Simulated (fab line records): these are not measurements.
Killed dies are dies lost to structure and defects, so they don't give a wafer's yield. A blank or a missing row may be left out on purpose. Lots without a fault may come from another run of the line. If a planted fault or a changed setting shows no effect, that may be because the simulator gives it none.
A lot that was struck, set against a sound lot | flow gf180mcu | 36 steps out of a route of 602
Sound: these wafers, L507.1, L507.3, L507.6. Struck: wafer L511.1; the same lot's L511.5 was not struck, so it is left out; see the end for the cause.
Order at every step that has rows: each side's tool, ch and its chambers, its first start. Under that, the readings that differ: sound wafers | struck wafers | difference of the means | sigmas: that difference in standard deviations of wafers without a fault.
alike: words and numbers the same on both sides, and readings whose means are apart by under 2 such deviations; not compared: readings that were withheld, readings missing a value for some wafer, numbers with overlapping values and no deviation given by the record, and bounds like >300 which may hide the same value.
The two part at a step that has a row with sigmas, a row that says differs or no value, or rows on one side only. Numbers that have no deviation but don't overlap get no sigmas and don't part them. A reading missing from all wafers of one side parts the sides only when that side holds two or more wafers.

first, 2 steps without rows for these wafers: GF_M1_PEB_12 (peb time 90 s); GF_M1_DEVELOP_13 (develop time 60 s).
GF_M1_CD_MEAS_14: target cd 230 nm.
  sound: cd sem-01 at day 19 21:34; struck: cd sem-02 at day 21 14:31
  alike: cd nm
GF_M1_OVL_MEAS_15:
  sound: overlay-01 at day 19 21:41; struck: overlay-02 at day 21 14:38
  alike: M1_OVL
GF_M1_METAL_ETCH_16: etches the open film in Cl2/BCl3, stops on SiO2, target depth 750.8 nm, time 125.1 s.
  sound on rie metal-04 ch 0,1, day 19 21:44; struck on rie metal-01 ch 1, day 21 14:40
  alike: drypump motor current A, oes product au, rf fwd power W, throttle valve pct
  not compared: rf hours counter h
then, 4 steps without rows for these wafers: GF_M1_STRIP_17 (strips in O2/N2); GF_M1_STRIP_18 (strips in post etch residue remover, time 1200 s); GF_M1_CLEAN_19 (cleans in DIW); GF_V1_CVD_00 (deposits SiO2, target thk 600 nm, time 100 s).
GF_V1_THK_MEAS_01:
  sound: film metro-03 at day 19 22:29; struck: film metro-03 at day 21 15:25
  alike: V1_CVD_00_THK
GF_V1_CVD_02: deposits SiO2 from TEOS, target thk 850 nm, time 94.851 s.
  sound on pecvd-04 ch 1,2, day 19 22:33; struck on pecvd-03 ch 0, day 21 15:28
  reading            | sound             | struck | difference | sigmas
  rf fwd power W (W) | 597.4 601.8 598.8 | 595.0  | -4.3       | -2
  alike: heater power w
GF_V1_THK_MEAS_03:
  sound: film metro-03 at day 19 22:40; struck: film metro-01 at day 21 15:32
  alike: V1_CVD_02_THK
GF_V1_CMP_04: polishes SiO2.
  sound on cmp-01 ch 1,2,3, day 19 22:43; struck on cmp-02 ch 1, day 21 15:36
  reading                             | sound             | struck | difference | sigmas
  slurry filter dp kPa (kPa)          | 13.50 13.47 13.59 | 13.23  | -0.29      | -2
  time to endpoint s (s)              | 70 80 86          | 122    | +43        | +6
  model.SiO2_of_V1_CVD_02.thk nm (nm) | 630.7 630.1 634.4 | 717.1  | +85.4      |
  alike: head pressure psi, motor current A
GF_V1_BOW_MEAS_05:
  sound: film metro-03 at day 19 23:01; struck: film metro-03 at day 21 16:11
  not compared: hold, V1_BOW
then, 7 steps without rows for these wafers: GF_V1_HMDS_07 (prime time 60 s); GF_V1_COAT_08; GF_V1_COAT_09 (resist thk 1000 nm); GF_V1_SOFTBAKE_10 (time 60 s); GF_V1_EXPOSE_11 (exposes mask Via1, target cd 260 nm); GF_V1_PEB_12 (peb time 90 s); GF_V1_DEVELOP_13 (develop time 60 s).
GF_V1_CD_MEAS_14: target cd 260 nm.
  sound: cd sem-01 at day 20 23:35; struck: cd sem-02 at day 22 15:50
  reading    | sound             | struck | difference | sigmas
  cd nm (nm) | 259.1 260.2 259.7 | 262.0  | +2.3       | +2
GF_V1_OVL_MEAS_15:
  sound: overlay-01 at day 20 23:43; struck: overlay-01 at day 22 15:58
  alike: V1_OVL
then, 1 step without rows for these wafers: GF_V1_ETCH_16 (etches BARC in N2/H2).
GF_V1_ETCH_17: etches SiO2 in C4F8/O2/Ar, stops on TiN, target depth 630 nm.
  sound on rie diel-01 ch 1,3; struck on rie diel-03 ch 2
  reading                        | sound             | struck | difference | sigmas
  oes product au (a.u.)          | 0.859 0.849 0.852 | 0.927  | +0.074     | +16
  model.V1.feature depth nm (nm) | 630.7 630.1 634.4 | 717.1  | +85.4      |
  model.etch.depth nm (nm)       | 630.7 630.1 634.4 | 717.1  | +85.4      |
  alike: rf fwd power W
GF_V1_STRIP_18: strips in O2/N2.
  sound on plasma asher-04 ch 0,1, day 20 23:53; struck on plasma asher-04 ch 0, day 22 16:08
  alike: drypump motor current A, heater power w, oes product au
  not compared: rf hours counter h
then, 4 steps without rows for these wafers: GF_V1_STRIP_19 (strips in post etch residue remover, time 1200 s); GF_V1_CLEAN_20 (cleans in DIW); GF_V1_SPUTTER_21 (material Ti, target thk 15 nm, time 80.02 s); GF_V1_SPUTTER_22 (material TiN, target thk 10 nm, time 40 s).
GF_V1_CVD_23: deposits W, target thk 350 nm, time 105.05 s.
  sound on cvd w-02 ch 0, day 21 00:51; struck on cvd w-01 ch 0, day 22 16:46
  alike: heater power w
GF_V1_RS_MEAS_24: uses a four-point probe to measure.
  sound: film metro-04 at day 21 00:58; struck: film metro-04 at day 22 16:53
  alike: V1_W_RS
GF_V1_THK_MEAS_25: measures by xrf.
  sound: film metro-04 at day 21 01:05; struck: film metro-04 at day 22 17:00
  alike: V1_W_THK
GF_V1_CMP_26: polishes, stops on SiO2, t overpolish 15 s, target thk 0 nm.
  sound on cmp-01 ch 1,2, day 21 01:08; struck on cmp-02 ch 1, day 22 17:13
  reading                             | sound             | struck | difference | sigmas
  model.SiO2_of_V1_CVD_02.thk nm (nm) | 626.9 626.4 630.7 | 713.3  | +85.3      |
  alike: head pressure psi, motor current A, slurry filter dp kPa
GF_M2_SPUTTER_00: material Ti, target thk 37.5 nm, time 150 s.
  sound: pvd sputter-01 at day 21 01:26; struck: pvd sputter-02 at day 22 17:22
  alike: throttle valve pct
-- the record jumps here: 10 days lie between the struck wafers' starts before and after (it left off in module M2 and takes up again in module PASSIVATION, whose first step shown is number 602 of the route) --
GF_PASSIVATION_PROBE_99:
  only the struck wafers here have rows in the record (prober-02, day 32 12:21); the sound ones have none

== WHERE THEY PART ==
Earliest at GF_V1_CVD_02; latest, in this record, at GF_PASSIVATION_PROBE_99.

WHY: what had been put in by the simulator
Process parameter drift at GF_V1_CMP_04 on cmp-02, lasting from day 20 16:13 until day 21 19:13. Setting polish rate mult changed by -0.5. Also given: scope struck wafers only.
